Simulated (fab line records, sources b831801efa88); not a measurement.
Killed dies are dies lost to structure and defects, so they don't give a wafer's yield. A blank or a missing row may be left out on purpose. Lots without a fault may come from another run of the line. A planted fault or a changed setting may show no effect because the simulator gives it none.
One fault seen from 2 desks | flow gf180mcu | each desk has only its own numbers; what lay behind them comes last

THE TOOL OWNER'S DESK: pecvd-04
The tool's own readings at GF_SAB_CVD_00 (deposits SiO2 from TEOS, target thk 50 nm, time 4.9302 s): means of the sampled wafers that have a number, for each lot that ran on this tool. A lot is out of limits, marked OUT, if its mean lies more than 4 standard deviations from the usual mean; the brackets give that distance.
Columns: A = heater_power_w at GF_SAB_CVD_00, usual 661 W; B = susceptor_temp_C at GF_SAB_CVD_00, usual 399.97 C
lot  | first seen here | A   | B
L190 | day 15 23:14    | 588 | 399.86
L194 | day 17 22:56    | 639 | 399.99
L196 | day 18 08:44    | 554 | 400.25
L201 | day 19 22:55    | 643 | 400.02
This desk's finding: nothing out of limits on any of the 4 lots.

THE METROLOGY DESK
What the gauges read, lot by lot, whatever tool the lot ran on: means of the sampled wafers that have a number. A lot is out of limits, marked OUT, if its mean lies more than 4 standard deviations from the usual mean; the brackets give that distance.
Columns: A = SAB_CVD_00_THK at GF_SAB_THK_MEAS_01, usual 50.3 nm
lot  | first seen here | A
L185 | day 13 17:25    | 50.0
L187 | day 14 10:17    | 50.7
L188 | day 15 02:56    | 50.1
L190 | day 15 23:15    | 50.6
L191 | day 16 12:34    | 50.6
L194 | day 17 22:58    | 49.5
L195 | day 18 08:37    | 51.1
L196 | day 18 08:46    | 49.9
L201 | day 19 22:56    | 51.4
L202 | day 20 08:31    | 50.4
L206 | day 21 08:41    | 49.5
L208 | day 22 00:31    | 50.3
This desk's finding: nothing out of limits on any of the 12 lots.

PUT TOGETHER
The tool owner's desk saw nothing out of limits.
The metrology desk saw nothing out of limits.

WHAT THE SIMULATOR HAD PUT IN
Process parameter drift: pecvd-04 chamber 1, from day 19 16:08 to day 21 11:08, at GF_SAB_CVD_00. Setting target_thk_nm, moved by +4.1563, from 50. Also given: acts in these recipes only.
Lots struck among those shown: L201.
